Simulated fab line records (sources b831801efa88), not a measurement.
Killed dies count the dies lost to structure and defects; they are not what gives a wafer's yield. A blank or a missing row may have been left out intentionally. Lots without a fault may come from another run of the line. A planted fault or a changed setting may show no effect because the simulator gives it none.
fab line records | flow sky130
[record] lots = 12 wafers = 36 last_day = 50
route steps=708 shown VIA1@475 METAL3@564 METAL4@631 PAD_OPEN@701
lots that met no fault: from a run of the same line without faults
start_h: the number of hours between the record's first day and the start of the first shown wafer of the lot | wait_h: how many hours have passed since the lot's step before this one | " as in the row above | L1.1+2: one row covering several wafers at once | - value missing, or start not given | * or withheld: withheld | < > ~ a bound
route shown NAME@n: names a module that has steps shown in the file, with the first one's number in the route | usual: the fault-free wafers' mean and standard deviation | same: alike in all rows | chamber/n: place in a boat | sites: per-site readings | _std_site: their standard deviation | _edge_site: inner sites' mean taken away from outer sites' mean | radius_mm: how far each site lies from the wafer's centre | mask NAME#n: copy n | behind: the tool/chamber that last shaped the wafer | hold: what put the lot on hold/how long, in hours/how the hold closed | device: whichever transistor did not switch (one of n, p or np) | end of line: tests run on the same wafers once the route is complete | a step with no rows: only its recipe | killed: at the first sort, the dies lost to defects and structure; wafer yield is something else | map: a wafer's dies, marking killed ones x, the rest . and places with no die _
set.NAME: the setting the step ran with; set.NAME@STEP: the setting that earlier step ran with | model.NAME: the simulator's own value behind a step, which no gauge read
a sample of lots followed through the steps of the route, with each step as a table and each wafer as a row
services: a tool's chamber out of use, with start hour (start_h, from the record's first day; less than 0 if before it), hours out, and reason
[[steps]]
[step SKY_VIA1_STRIP_17]
[recipe] chemistry = post_etch_residue_remover time_s = 1200 temp_c = 72.5
// columns lot.wafer tool chamber start_h wait_h
L346.2+3+6 wet_bench-04 0 785.41 0.1
L347.1+3+6 wet_bench-04 2 797.94 0.1
L348.4+5+6 wet_bench-02 0 818.91 0.0
L349.1+4+5 wet_bench-02 0 822.91 0.1
L354.1+2+3 wet_bench-02 2 852.58 0.1
L361.3+4+5 wet_bench-01 0 913.06 0.0
L362.1+3+5 wet_bench-01 3 925.94 0.1
L364.2+3+5 wet_bench-01 1 944.13 0.1
L365.1+3+5 wet_bench-04 0 944.16 0.1
L366.3+4+6 wet_bench-04 2 944.84 0.0
L368.2+3+5 wet_bench-02 2 955.38 0.1
L369.2+3+4 wet_bench-04 0 964.14 0.1
[step SKY_METAL3_OVL_MEAS_14]
[usual] METAL3_OVL = 5/5.3
// columns lot.wafer tool chamber start_h wait_h METAL3_OVL[nm]
L346.2 overlay-02 - 897.52 0.1 8
L346.3 " - " " 3
L346.6 " - " " 7
L347.1 overlay-01 - 909.71 0.1 -3
L347.3 " - " " 2
L347.6 " - " " 8
L348.4 overlay-02 - 926.97 0.1 -4
L348.5 " - " " 3
L348.6 " - " " 3
L349.1 overlay-01 - 930.97 0.1 1
L349.4 " - " " 5
L349.5 " - " " 3
L354.1 overlay-02 - 957.67 0.1 17
L354.2 " - " " 8
L354.3 " - " " 9
L361.3 overlay-01 - 1014.87 0.1 14
L361.4 " - " " 9
L361.5 " - " " 7
L362.1 overlay-02 - 1025.19 0.1 10
L362.3 " - " " 7
L362.5 " - " " 11
L364.2 overlay-02 - 1042.12 0.1 2
L364.3 " - " " 10
L364.5 " - " " 6
L365.1 overlay-01 - 1042.89 0.1 2
L365.3 " - " " -10
L365.5 " - " " -6
L366.3 overlay-02 - 1043.68 0.1 15
L366.4 " - " " 13
L366.6 " - " " 4
L368.2 overlay-01 - 1052.56 0.1 6
L368.3 " - " " 5
L368.5 " - " " 8
L369.2 overlay-02 - 1063.54 0.1 4
L369.3 " - " " 10
L369.4 " - " " 6
[step SKY_METAL4_DESCUM_15]
[recipe] chemistry = O2 source_power_w = 150 bias_power_w = 0 pressure_mtorr = 10 temp_c = 40 time_s = 8
[usual] drypump_motor_current_A = 5.76/0.25 he_backside_leak_sccm = 3.39/0.28 oes_product_au = 0.996/0.0096 rf_fwd_power_W = 147.1/0.76
// columns lot.wafer tool chamber start_h wait_h drypump_motor_current_A he_backside_leak_sccm oes_product_au rf_fwd_power_W rf_hours_counter_h
L346.2 rie_metal-04 1 974.37 0.0 6.06 3.17 0.994 147.3 14
L346.3 " 1 " " 6.06 3.37 0.993 147.6 -
L346.6 " 0 " " 5.72 3.49 1.004 146.1 -
L347.1 rie_metal-03 0 985.99 0.0 5.32 3.57 1.005 147.9 4
L347.3 " 1 " " 6.03 3.71 1.003 147.5 -
L347.6 " 1 " " 6.05 3.65 1.000 146.7 -
L348.4 rie_metal-04 0 1000.79 0.0 5.71 3.66 0.979 146.7 -
L348.5 " 0 " " 5.69 3.57 0.983 146.5 -
L348.6 " 1 " " 5.99 3.30 0.983 147.6 -
L349.1 rie_metal-03 1 1005.73 0.0 6.04 3.86 0.992 146.7 22
L349.4 " 1 " " 6.05 3.91 0.995 146.8 -
L349.5 " 1 " " 6.04 3.82 0.990 146.9 -
L354.1 rie_metal-03 1 1030.93 0.0 6.05 3.55 0.995 147.2 23
L354.2 " 0 " " 5.36 3.48 0.991 147.3 6
L354.3 " 1 " " 6.02 3.49 1.006 146.9 -
L361.3 rie_metal-02 1 1083.00 0.0 5.75 3.16 1.004 146.4 -
L361.4 " 0 " " 5.57 2.98 1.009 148.2 -
L361.5 " 1 " " 5.72 3.20 1.009 146.3 -
L362.1 rie_metal-04 1 1093.72 0.0 6.03 3.23 0.993 147.8 22
L362.3 " 0 " " 5.71 3.59 0.993 145.7 -
L362.5 " 0 " " 5.70 3.51 0.984 146.2 -
L364.2 rie_metal-03 0 1110.32 0.0 5.38 3.43 0.991 146.6 12
L364.3 " 0 " " 5.38 3.45 0.992 147.0 -
L364.5 " 1 " " 6.05 3.30 0.997 146.5 -
L365.1 rie_metal-02 1 1111.02 0.0 5.74 3.09 1.002 145.7 18
L365.3 " 1 " " 5.75 2.97 1.001 146.2 -
L365.5 " 0 " " 5.60 3.13 1.008 147.7 -
L366.3 rie_metal-02 0 1111.38 0.0 5.61 2.86 1.000 148.4 -
L366.4 " 1 " " 5.69 3.20 1.003 146.1 -
L366.6 " 0 " " 5.60 2.99 1.016 147.5 -
L368.2 rie_metal-04 0 1118.67 0.0 5.70 3.34 0.998 145.2 27
L368.3 " 1 " " 6.04 3.44 0.985 147.0 -
L368.5 " 1 " " 6.00 3.34 0.995 147.5 -
L369.2 rie_metal-03 1 1128.69 0.0 6.07 3.56 0.993 147.6 5
L369.3 " 1 " " 6.07 3.62 0.997 146.8 -
L369.4 " 0 " " 5.40 3.56 0.993 147.1 -
[step SKY_PAD_OPEN_ETCH_07]
[recipe] chemistry = CF4/O2 target_depth_nm = 725 stop_on = AlCu source_w = 800 bias_w = 150 pressure_mtorr = 150 cf4_flow_sccm = 80 O2_flow_sccm = 10 time_s = 161.1
[usual] drypump_motor_current_A = 5.6/0.47 oes_product_au = 0.978/0.0062 rf_fwd_power_W = 796.9/2.7 throttle_valve_pct = 5.964/0.01
// columns lot.wafer tool chamber start_h wait_h drypump_motor_current_A oes_product_au rf_fwd_power_W rf_hours_counter_h throttle_valve_pct
L346.2 rie_diel-03 2 1069.14 - 6.0 0.975 801.4 23 5.961
L346.3 " 0 " " 4.9 0.971 795.1 19 5.954
L346.6 " 3 " " 5.7 0.977 795.6 - 5.971
L347.1 rie_diel-03 2 1078.27 - 6.1 0.975 795.8 23 5.955
L347.3 " 0 " " 4.9 0.978 801.7 19 5.962
L347.6 " 3 " " 5.7 0.972 797.7 - 5.979
L348.4 rie_diel-02 0 1092.17 - 5.8 0.976 790.6 - 5.955
L348.5 " 3 " " 5.8 0.986 799.6 - 5.971
L348.6 " 2 " " 5.5 0.982 795.8 - 5.964
L349.1 rie_diel-02 0 1095.49 - 5.8 0.978 797.1 16 5.942
L349.4 " 2 " " 5.5 0.979 800.6 - 5.964
L349.5 " 3 " " 5.8 0.974 790.3 - 5.967
L354.1 rie_diel-02 2 1119.09 - 5.5 0.977 798.3 14 5.977
L354.2 " 0 " " 5.8 0.979 792.4 17 5.965
L354.3 " 3 " " 5.8 0.976 796.0 22 5.943
L361.3 rie_diel-02 1 1164.17 - 6.0 0.974 801.7 14 5.976
L361.4 " 2 " " 5.5 0.967 790.1 16 5.987
L361.5 " 0 " " 5.8 0.979 797.9 - 5.956
L362.1 rie_diel-02 1 1173.24 - 6.0 0.986 799.0 14 5.962
L362.3 " 3 " " 5.8 0.971 795.5 24 5.956
L362.5 " 1 " " 6.0 0.988 798.8 - 5.954
L364.2 rie_diel-02 0 1186.94 - 5.8 0.982 793.9 19 5.950
L364.3 " 1 " " 6.0 0.972 797.4 15 5.984
L364.5 " 2 " " 5.5 0.985 800.2 - 5.944
L365.1 rie_diel-03 1 1187.29 - 4.9 0.973 797.1 16 5.966
L365.3 " 2 " " 6.1 0.977 799.6 27 5.955
L365.5 " 1 " " 4.8 0.973 794.2 - 5.963
L366.3 rie_diel-03 1 1187.99 - 4.8 0.979 795.7 17 5.962
L366.4 " 3 " " 5.7 0.980 797.3 20 5.976
L366.6 " 2 " " 6.1 0.991 801.1 - 5.960
L368.2 rie_diel-04 2 1194.94 - 5.7 0.977 799.2 30 5.969
L368.3 " 0 " " 5.0 0.972 794.9 9 5.964
L368.5 " 2 " " 5.7 0.984 795.3 - 5.981
L369.2 rie_diel-02 1 1201.72 - 6.0 0.979 796.8 15 5.969
L369.3 " 3 " " 5.8 0.973 793.9 25 5.967
L369.4 " 2 " " 5.5 0.980 796.6 17 5.970
[step SKY_PAD_OPEN_PROBE_99]
[usual] defect_limited_yield = 82.4/2.1 killed_at_M0_to_M3 = 43/7.4 killed_at_M4_up = 3.1/1.9 killed_at_contacts = 25/5.4 killed_at_front_end = 15/4.3 killed_at_other = 0.3/0.54 killed_dies = 86/10 killed_open = 46/7.4 killed_short = 40/7 sort_bin_3_pad_short = 0.9/0.39 sort_bin_5_function = 10.3/1.6 sort_bin_6_memory = 6.4/1.1 sort_n_pass = 406/10 sort_yield_pct = 82.4/2.1
[same] gross_dies = 492 killed_at_back_side = 0 sort_bin_4_leakage[%] = 0 sort_bin_8_speed[%] = 0
// columns lot.wafer tool chamber start_h wait_h defect_limited_yield[%] killed_at_M0_to_M3 killed_at_M4_up killed_at_contacts killed_at_front_end killed_at_other killed_dies killed_open killed_short sort_bin_3_pad_short[%] sort_bin_5_function[%] sort_bin_6_memory[%] sort_n_pass sort_yield_pct[%]
L346.2 prober-01 - 1071.50 0.1 82.1 44 2 24 18 0 88 46 40 1.0 12.4 4.5 404 82.1
L346.3 prober-01 - 1071.55 0.2 79.1 51 1 27 23 1 103 47 54 1.2 10.8 8.9 389 79.1
L346.6 prober-01 - 1071.70 0.2 80.9 51 6 19 18 0 94 43 51 1.2 10.8 7.1 398 80.9
L354.1 prober-01 - 1121.42 0.1 71.3 103 5 22 11 0 141 41 31 3.9 18.5 6.3 351 71.3
L354.2 prober-01 - 1121.47 0.1 69.1 111 3 21 17 0 152 40 46 5.9 18.3 6.7 340 69.1
L354.3 prober-01 - 1121.52 0.2 73.6 101 1 18 10 0 130 41 20 3.3 17.1 6.1 362 73.6
L361.3 prober-02 - 1166.59 0.2 80.3 54 2 29 12 0 97 51 45 1.4 10.6 7.7 395 80.3
L361.4 prober-02 - 1166.64 0.2 81.3 44 2 33 13 0 92 52 40 0.6 12.2 5.9 400 81.3
L361.5 prober-02 - 1166.69 0.2 83.7 42 2 23 13 0 80 34 45 0.6 10.2 5.5 412 83.7
L365.1 prober-02 - 1189.70 0.1 85.6 33 2 22 14 0 71 28 42 0.8 7.3 6.3 421 85.6
L365.5 prober-02 - 1189.90 0.2 83.5 40 4 24 13 0 81 46 35 0.6 10.8 5.1 411 83.5
L366.4 prober-01 - 1191.27 0.2 85.0 39 1 25 8 1 74 41 33 1.0 9.8 4.3 418 85.0
L368.2 prober-01 - 1197.45 0.1 85.2 33 0 28 12 0 73 42 30 0.8 9.3 4.7 419 85.2
L368.3 prober-01 - 1197.50 0.2 83.7 40 2 29 9 0 80 41 38 0.8 10.2 5.3 412 83.7
L368.5 prober-01 - 1197.60 0.2 83.3 48 5 14 15 0 82 41 38 0.4 10.0 6.3 410 83.3
// killed by level:class
L346.2 CONTACT:geometric_particle:short=8 METAL2:geometric_particle:short=8 CONTACT:geometric_particle:open=8 VIA3:geometric_particle:open=8 FIELD_ISO:geometric_particle:open=7 VIA1:geometric_particle:open=6 FIELD_ISO:geometric_particle:short=5 METAL1:geometric_particle:short=5
L346.3 VIA1:geometric_particle:open=9 CONTACT:geometric_particle:open=8 FIELD_ISO:geometric_particle:short=7 METAL2:geometric_particle:short=7 CONTACT:geometric_particle:short=7 METAL1:geometric_particle:short=6 VIA2:geometric_particle:open=6 METAL3:geometric_particle:short=6
L346.6 VIA1:geometric_particle:open=13 METAL2:geometric_particle:short=9 FIELD_ISO:geometric_particle:open=8 CONTACT:geometric_particle:open=8 FIELD_ISO:geometric_particle:short=6 METAL1:geometric_particle:short=6 VIA1:geometric_particle:short=6 CONTACT:geometric_particle:short=5
L354.1 VIA1:unspecified=69 LI_CONTACT:geometric_particle:open=9 VIA1:geometric_particle:open=7 VIA2:geometric_particle:open=6 CONTACT:geometric_particle:open=5 METAL1:geometric_particle:short=5 VIA3:geometric_particle:open=5 METAL2:geometric_particle:short=4
L354.2 VIA1:unspecified=66 VIA1:geometric_particle:open=10 FIELD_ISO:geometric_particle:short=9 CONTACT:geometric_particle:open=7 VIA1:geometric_particle:short=6 METAL1:geometric_particle:short=6 VIA2:geometric_particle:open=6 METAL2:geometric_particle:short=5
L354.3 VIA1:unspecified=68 VIA1:geometric_particle:open=11 LI_CONTACT:geometric_particle:open=7 CONTACT:geometric_particle:open=6 VIA1:geometric_particle:short=5 METAL2:geometric_particle:short=4 VIA3:geometric_particle:open=4 VIA2:geometric_particle:open=3
L361.3 VIA1:geometric_particle:open=15 VIA1:geometric_particle:short=12 LI_CONTACT:geometric_particle:open=8 CONTACT:geometric_particle:short=7 VIA2:geometric_particle:open=6 VIA3:geometric_particle:open=6 LI_CONTACT:geometric_particle:short=5 CONTACT:geometric_particle:open=5
L361.4 CONTACT:geometric_particle:open=20 VIA1:geometric_particle:open=8 CONTACT:geometric_particle:short=6 VIA1:geometric_particle:short=6 METAL2:geometric_particle:short=6 VIA2:geometric_particle:open=6 METAL1:geometric_particle:short=5 POLY_GATE:geometric_particle:open=4
L361.5 METAL2:geometric_particle:short=8 CONTACT:geometric_particle:short=7 VIA1:geometric_particle:open=7 FIELD_ISO:geometric_particle:open=6 LI_CONTACT:geometric_particle:short=6 METAL1:geometric_particle:short=6 VIA1:geometric_particle:short=6 CONTACT:geometric_particle:open=4
L365.1 METAL2:geometric_particle:short=7 METAL3:geometric_particle:short=6 LOCAL_INTERCONNECT:geometric_particle:short=5 CONTACT:geometric_particle:open=5 VIA1:geometric_particle:open=5 CONTACT:geometric_particle:short=4 LI_CONTACT:geometric_particle:short=4 LI_CONTACT:geometric_particle:open=4
L365.5 VIA1:geometric_particle:open=11 LI_CONTACT:geometric_particle:open=7 CONTACT:geometric_particle:open=7 METAL2:geometric_particle:short=6 VIA3:geometric_particle:open=6 VIA2:geometric_particle:open=5 FIELD_ISO:geometric_particle:open=4 LOCAL_INTERCONNECT:geometric_particle:short=4
L366.4 LI_CONTACT:geometric_particle:open=12 VIA1:geometric_particle:open=11 VIA2:geometric_particle:open=6 CONTACT:geometric_particle:open=5 METAL2:geometric_particle:short=5 METAL3:geometric_particle:short=4 POLY_GATE:geometric_particle:short=4 LOCAL_INTERCONNECT:geometric_particle:short=4
L368.2 CONTACT:geometric_particle:open=10 LI_CONTACT:geometric_particle:open=8 VIA1:geometric_particle:open=8 CONTACT:geometric_particle:short=5 METAL2:geometric_particle:short=5 POLY_GATE:geometric_particle:short=3 POLY_GATE:geometric_particle:open=3 LOCAL_INTERCONNECT:geometric_particle:short=3
L368.3 CONTACT:geometric_particle:open=9 LI_CONTACT:geometric_particle:open=9 VIA2:geometric_particle:open=6 LOCAL_INTERCONNECT:geometric_particle:short=6 METAL1:geometric_particle:short=6 VIA1:geometric_particle:open=6 VIA1:geometric_particle:short=6 METAL2:geometric_particle:short=4
L368.5 VIA1:geometric_particle:open=11 LI_CONTACT:geometric_particle:open=7 METAL1:geometric_particle:short=6 VIA1:geometric_particle:short=5 METAL2:geometric_particle:short=5 VIA2:geometric_particle:open=5 FIELD_ISO:geometric_particle:open=4 CONTACT:geometric_particle:short=4
[[services]]
// columns tool chamber start_h hours kind
rie_diel-03 3 812.76 7.1 repair
rie_diel-03 - 823.39 0.6 repair
rie_metal-03 - 828.85 0.7 repair
wet_bench-04 - 834.30 1.9 pm
rie_diel-03 2 869.64 5.8 repair
rie_metal-03 - 880.64 0.6 repair
rie_diel-03 1 890.32 47.8 repair
wet_bench-02 - 891.25 1.6 repair
rie_diel-03 - 938.95 2.8 pm
rie_diel-02 0 950.75 7.5 repair
rie_diel-02 3 959.75 7.5 repair
rie_diel-02 0 961.73 7.6 repair
rie_diel-03 1 965.04 5.9 repair
rie_diel-02 - 970.00 2.8 pm
rie_diel-02 1 984.71 122.1 repair
rie_metal-03 0 994.42 15.9 repair
rie_diel-03 3 1009.27 4.5 repair
rie_metal-04 - 1010.92 2.8 pm
rie_diel-02 2 1012.39 7.3 repair
rie_diel-02 0 1016.00 9.5 repair
rie_diel-03 - 1031.84 0.9 repair
rie_diel-02 - 1039.46 0.7 repair
rie_metal-04 - 1051.05 0.1 repair
rie_diel-02 0 1159.77 3.3 repair
[[key]]
[first_sign] step = SKY_PAD_OPEN_PROBE_99 reading = sort_bin_3_pad_short direction = up sigmas = 8.9 usual = 0.9 struck = 4.3
[effect] step = SKY_PAD_OPEN_PROBE_99 reading = killed_at_M0_to_M3 direction = up sigmas = 8.4 usual = 43 struck = 105
met_at SKY_VIA1_STRIP_17
struck_lots L354
struck_wafers L354.1,L354.2,L354.3
not_acting_at SKY_METAL3_OVL_MEAS_14,SKY_METAL4_DESCUM_15,SKY_PAD_OPEN_ETCH_07
[fault] kind = chamber_particle_source tool = wet_bench-02 chamber = 2 onset_h = 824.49 steps = SKY_VIA1_STRIP_17 rate_per_visit_cm2 = 1.8788 end_h = 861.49
